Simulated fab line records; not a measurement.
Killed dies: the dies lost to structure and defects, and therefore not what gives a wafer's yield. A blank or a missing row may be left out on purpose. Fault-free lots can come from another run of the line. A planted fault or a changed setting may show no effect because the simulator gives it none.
What tool caused it? / flow sky130 / Sampling: 11 lots, 33 wafers, 4 of 708 route steps

== WHAT EACH GAUGE READ, for each wafer ==
SKY_METAL2_OVL_MEAS_16. Usual: for METAL2_OVL the level is -3 nm and the standard deviation is 5.2.
lot=L626; measured=day 35 08:11; on=overlay-01; METAL2_OVL (nm)=-5 1 -10; flag=
lot=L628; measured=day 35 21:08; on=overlay-01; METAL2_OVL (nm)=4 3 0; flag=
lot=L629; measured=day 36 02:02; on=overlay-01; METAL2_OVL (nm)=-6 -3 -1; flag=
lot=L631; measured=day 36 19:17; on=overlay-02; METAL2_OVL (nm)=1 1 0; flag=
lot=L634; measured=day 37 22:37; on=overlay-01; METAL2_OVL (nm)=3 -9 0; flag=
lot=L638; measured=day 38 21:56; on=overlay-02; METAL2_OVL (nm)=-4 -6 -6; flag=
lot=L640; measured=day 39 21:15; on=overlay-01; METAL2_OVL (nm)=0 -1 0; flag=
lot=L641; measured=day 40 07:23; on=overlay-01; METAL2_OVL (nm)=-12 -10 -7; flag=
lot=L647; measured=day 41 11:08; on=overlay-01; METAL2_OVL (nm)=-9 -2 -5; flag=
lot=L648; measured=day 41 18:41; on=overlay-01; METAL2_OVL (nm)=-6 1 -5; flag=
lot=L649; measured=day 41 19:54; on=overlay-01; METAL2_OVL (nm)=0 -11 -14; flag=

== TOOL THAT RAN EACH LOT (tool first, then ch and the chambers of the sampled wafers, then the start) ==
lot=L626; SKY_POLY_GATE_ETCH_17=rie_si-01 ch 0,1,3, day 16 12:47; SKY_CONTACT_STRIP_19=plasma_asher-04 ch 0,1, day 31 18:42; SKY_VIA1_STRIP_16=plasma_asher-02 ch 0,1, day 34 03:42
lot=L628; SKY_POLY_GATE_ETCH_17=rie_si-02 ch 0,1,2, day 17 02:30; SKY_CONTACT_STRIP_19=plasma_asher-04 ch 0,1, day 32 08:32; SKY_VIA1_STRIP_16=plasma_asher-02 ch 0,1, day 34 16:59
lot=L629; SKY_POLY_GATE_ETCH_17=rie_si-01 ch 1,2,3, day 17 10:38; SKY_CONTACT_STRIP_19=plasma_asher-02 ch 0,1, day 32 13:26; SKY_VIA1_STRIP_16=plasma_asher-03 ch 0,1, day 34 22:11
lot=L631; SKY_POLY_GATE_ETCH_17=rie_si-02 ch 0,1,3, day 18 04:50; SKY_CONTACT_STRIP_19=plasma_asher-04 ch 0,1, day 33 07:02; SKY_VIA1_STRIP_16=plasma_asher-02 ch 1, day 35 15:38
lot=L634; SKY_POLY_GATE_ETCH_17=rie_si-02 ch 0,1,2, day 19 05:00; SKY_CONTACT_STRIP_19=plasma_asher-04 ch 0,1, day 34 11:33; SKY_VIA1_STRIP_16=plasma_asher-03 ch 0,1, day 36 19:06
lot=L638; SKY_POLY_GATE_ETCH_17=rie_si-02 ch 0,1,2, day 20 20:08; SKY_CONTACT_STRIP_19=plasma_asher-01 ch 0,1, day 35 12:00; SKY_VIA1_STRIP_16=plasma_asher-03 ch 0,1, day 37 18:50
lot=L640; SKY_POLY_GATE_ETCH_17=rie_si-02 ch 0,1,3, day 21 22:17; SKY_CONTACT_STRIP_19=plasma_asher-01 ch 0,1, day 36 11:00; SKY_VIA1_STRIP_16=plasma_asher-04 ch 0,1, day 38 18:42
lot=L641; SKY_POLY_GATE_ETCH_17=rie_si-01 ch 0,2,3, day 22 08:35; SKY_CONTACT_STRIP_19=plasma_asher-01 ch 0,1, day 36 22:14; SKY_VIA1_STRIP_16=plasma_asher-04 ch 0,1, day 39 05:18
lot=L647; SKY_POLY_GATE_ETCH_17=rie_si-01 ch 0,1, day 24 01:33; SKY_CONTACT_STRIP_19=plasma_asher-01 ch 0,1, day 38 04:18; SKY_VIA1_STRIP_16=plasma_asher-04 ch 0,1, day 40 08:45
lot=L648; SKY_POLY_GATE_ETCH_17=rie_si-02 ch 0,1,3, day 24 08:38; SKY_CONTACT_STRIP_19=plasma_asher-04 ch 1, day 38 11:30; SKY_VIA1_STRIP_16=plasma_asher-04 ch 0,1, day 40 16:27
lot=L649; SKY_POLY_GATE_ETCH_17=rie_si-01 ch 0,1,3, day 24 12:38; SKY_CONTACT_STRIP_19=plasma_asher-02 ch 0,1, day 38 13:44; SKY_VIA1_STRIP_16=plasma_asher-02 ch 0,1, day 40 19:01
- SKY_POLY_GATE_ETCH_17: etches poly-Si in HBr/Cl2, stops on SiO2, target depth 180 nm, time 70.5 s.
- SKY_CONTACT_STRIP_19: strips in O2/N2.
- SKY_VIA1_STRIP_16: strips in O2/N2.

== WHAT THE TOOLS THEMSELVES READ (means of the sampled wafers that have a number; where no wafer has one, the mark that the record gives instead) ==
SKY_POLY_GATE_ETCH_17. Usual: chamber_pressure_mTorr 9.999 mTorr, standard deviation 0.0096; drypump_motor_current_A 5.7 A, standard deviation 0.46; oes_product_au 0.989 a.u., standard deviation 0.0066; rf_fwd_power_W 396.7 W, standard deviation 1.5; throttle_valve_pct 33.684 %, standard deviation 0.0099.
lot=L626; tool=rie_si-01; chamber_pressure_mTorr (mTorr)=9.997; drypump_motor_current_A (A)=5.3; oes_product_au (a.u.)=0.987; rf_fwd_power_W (W)=397.4; throttle_valve_pct (%)=33.689; flag=
lot=L628; tool=rie_si-02; chamber_pressure_mTorr (mTorr)=9.994; drypump_motor_current_A (A)=5.8; oes_product_au (a.u.)=0.996; rf_fwd_power_W (W)=397.3; throttle_valve_pct (%)=33.687; flag=
lot=L629; tool=rie_si-01; chamber_pressure_mTorr (mTorr)=10.010; drypump_motor_current_A (A)=5.3; oes_product_au (a.u.)=0.987; rf_fwd_power_W (W)=396.1; throttle_valve_pct (%)=33.685; flag=
lot=L631; tool=rie_si-02; chamber_pressure_mTorr (mTorr)=10.006; drypump_motor_current_A (A)=5.8; oes_product_au (a.u.)=0.986; rf_fwd_power_W (W)=396.7; throttle_valve_pct (%)=33.681; flag=
lot=L634; tool=rie_si-02; chamber_pressure_mTorr (mTorr)=10.006; drypump_motor_current_A (A)=5.8; oes_product_au (a.u.)=0.992; rf_fwd_power_W (W)=396.7; throttle_valve_pct (%)=33.680; flag=
lot=L638; tool=rie_si-02; chamber_pressure_mTorr (mTorr)=9.998; drypump_motor_current_A (A)=5.9; oes_product_au (a.u.)=0.998; rf_fwd_power_W (W)=396.0; throttle_valve_pct (%)=33.679; flag=
lot=L640; tool=rie_si-02; chamber_pressure_mTorr (mTorr)=10.001; drypump_motor_current_A (A)=5.8; oes_product_au (a.u.)=0.994; rf_fwd_power_W (W)=396.0; throttle_valve_pct (%)=33.687; flag=
lot=L641; tool=rie_si-01; chamber_pressure_mTorr (mTorr)=9.996; drypump_motor_current_A (A)=5.5; oes_product_au (a.u.)=0.983; rf_fwd_power_W (W)=398.1; throttle_valve_pct (%)=33.693; flag=
lot=L647; tool=rie_si-01; chamber_pressure_mTorr (mTorr)=10.003; drypump_motor_current_A (A)=5.2; oes_product_au (a.u.)=0.985; rf_fwd_power_W (W)=397.7; throttle_valve_pct (%)=33.676; flag=
lot=L648; tool=rie_si-02; chamber_pressure_mTorr (mTorr)=10.005; drypump_motor_current_A (A)=5.8; oes_product_au (a.u.)=0.993; rf_fwd_power_W (W)=396.8; throttle_valve_pct (%)=33.679; flag=
lot=L649; tool=rie_si-01; chamber_pressure_mTorr (mTorr)=10.001; drypump_motor_current_A (A)=5.3; oes_product_au (a.u.)=0.996; rf_fwd_power_W (W)=397.2; throttle_valve_pct (%)=33.692; flag=

SKY_CONTACT_STRIP_19. Usual: chamber_pressure_mTorr 1500.0 mTorr, standard deviation 1.4; drypump_motor_current_A 5.7 A, standard deviation 0.51; oes_product_au 0.381 a.u., standard deviation 0.0053; strip_time_to_endpoint_s 3.620 s, standard deviation 0.027.
lot=L626; tool=plasma_asher-04; chamber_pressure_mTorr (mTorr)=1499.0; drypump_motor_current_A (A)=5.2; oes_product_au (a.u.)=0.378; strip_time_to_endpoint_s (s)=3.604; flag=
lot=L628; tool=plasma_asher-04; chamber_pressure_mTorr (mTorr)=1500.8; drypump_motor_current_A (A)=5.1; oes_product_au (a.u.)=0.379; strip_time_to_endpoint_s (s)=3.616; flag=
lot=L629; tool=plasma_asher-02; chamber_pressure_mTorr (mTorr)=1500.5; drypump_motor_current_A (A)=6.2; oes_product_au (a.u.)=0.374; strip_time_to_endpoint_s (s)=3.580; flag=
lot=L631; tool=plasma_asher-04; chamber_pressure_mTorr (mTorr)=1499.8; drypump_motor_current_A (A)=5.1; oes_product_au (a.u.)=0.381; strip_time_to_endpoint_s (s)=3.610; flag=
lot=L634; tool=plasma_asher-04; chamber_pressure_mTorr (mTorr)=1500.1; drypump_motor_current_A (A)=5.1; oes_product_au (a.u.)=0.379; strip_time_to_endpoint_s (s)=3.643; flag=
lot=L638; tool=plasma_asher-01; chamber_pressure_mTorr (mTorr)=1499.7; drypump_motor_current_A (A)=5.7; oes_product_au (a.u.)=0.379; strip_time_to_endpoint_s (s)=3.599; flag=
lot=L640; tool=plasma_asher-01; chamber_pressure_mTorr (mTorr)=1498.9; drypump_motor_current_A (A)=5.7; oes_product_au (a.u.)=0.376; strip_time_to_endpoint_s (s)=3.609; flag=
lot=L641; tool=plasma_asher-01; chamber_pressure_mTorr (mTorr)=1499.6; drypump_motor_current_A (A)=5.7; oes_product_au (a.u.)=0.375; strip_time_to_endpoint_s (s)=3.627; flag=
lot=L647; tool=plasma_asher-01; chamber_pressure_mTorr (mTorr)=1499.6; drypump_motor_current_A (A)=5.7; oes_product_au (a.u.)=0.380; strip_time_to_endpoint_s (s)=3.618; flag=
lot=L648; tool=plasma_asher-04; chamber_pressure_mTorr (mTorr)=1501.1; drypump_motor_current_A (A)=5.4; oes_product_au (a.u.)=0.377; strip_time_to_endpoint_s (s)=3.594; flag=
lot=L649; tool=plasma_asher-02; chamber_pressure_mTorr (mTorr)=1499.9; drypump_motor_current_A (A)=6.2; oes_product_au (a.u.)=0.380; strip_time_to_endpoint_s (s)=3.597; flag=

SKY_VIA1_STRIP_16. Usual: chamber_pressure_mTorr 1500.1 mTorr, standard deviation 1.4; drypump_motor_current_A 5.9 A, standard deviation 0.58; oes_product_au 0.415 a.u., standard deviation 0.0045; strip_time_to_endpoint_s 4.442 s, standard deviation 0.022.
lot=L626; tool=plasma_asher-02; chamber_pressure_mTorr (mTorr)=1499.0; drypump_motor_current_A (A)=6.2; oes_product_au (a.u.)=0.422; strip_time_to_endpoint_s (s)=4.462; flag=
lot=L628; tool=plasma_asher-02; chamber_pressure_mTorr (mTorr)=1500.3; drypump_motor_current_A (A)=6.3; oes_product_au (a.u.)=0.416; strip_time_to_endpoint_s (s)=4.451; flag=
lot=L629; tool=plasma_asher-03; chamber_pressure_mTorr (mTorr)=1500.8; drypump_motor_current_A (A)=6.1; oes_product_au (a.u.)=0.417; strip_time_to_endpoint_s (s)=4.467; flag=
lot=L631; tool=plasma_asher-02; chamber_pressure_mTorr (mTorr)=1500.0; drypump_motor_current_A (A)=6.2; oes_product_au (a.u.)=0.416; strip_time_to_endpoint_s (s)=4.468; flag=
lot=L634; tool=plasma_asher-03; chamber_pressure_mTorr (mTorr)=1500.3; drypump_motor_current_A (A)=6.1; oes_product_au (a.u.)=0.413; strip_time_to_endpoint_s (s)=4.447; flag=
lot=L638; tool=plasma_asher-03; chamber_pressure_mTorr (mTorr)=1499.5; drypump_motor_current_A (A)=6.1; oes_product_au (a.u.)=0.417; strip_time_to_endpoint_s (s)=4.450; flag=
lot=L640; tool=plasma_asher-04; chamber_pressure_mTorr (mTorr)=1500.6; drypump_motor_current_A (A)=5.1; oes_product_au (a.u.)=0.415; strip_time_to_endpoint_s (s)=4.430; flag=
lot=L641; tool=plasma_asher-04; chamber_pressure_mTorr (mTorr)=1501.4; drypump_motor_current_A (A)=5.3; oes_product_au (a.u.)=0.416; strip_time_to_endpoint_s (s)=4.429; flag=
lot=L647; tool=plasma_asher-04; chamber_pressure_mTorr (mTorr)=1498.9; drypump_motor_current_A (A)=5.1; oes_product_au (a.u.)=0.413; strip_time_to_endpoint_s (s)=4.458; flag=
lot=L648; tool=plasma_asher-04; chamber_pressure_mTorr (mTorr)=1500.3; drypump_motor_current_A (A)=5.1; oes_product_au (a.u.)=0.420; strip_time_to_endpoint_s (s)=4.454; flag=
lot=L649; tool=plasma_asher-02; chamber_pressure_mTorr (mTorr)=1498.8; drypump_motor_current_A (A)=6.3; oes_product_au (a.u.)=0.415; strip_time_to_endpoint_s (s)=4.432; flag=

== THE ANSWER, worked out from the rows above alone ==
Rule: a lot counts as off when the mean over its wafers that have a number is more than 3 standard deviations away from the usual mean. A lot without any number at a reading at which 4 lots or more have one is off too. All remaining lots with rows at the step are treated as sound. Order of review: gauges by route order, followed by the tools' own readings, for which a lot's mean as printed above is used. The first step at which some lot is off is used, and at that step the reading that is off furthest; a lot without a number counts as furthest.
None of the lots is off at any reading shown; this tells nothing.

== WHAT HAD BEEN PUT IN BY THE SIMULATOR ==
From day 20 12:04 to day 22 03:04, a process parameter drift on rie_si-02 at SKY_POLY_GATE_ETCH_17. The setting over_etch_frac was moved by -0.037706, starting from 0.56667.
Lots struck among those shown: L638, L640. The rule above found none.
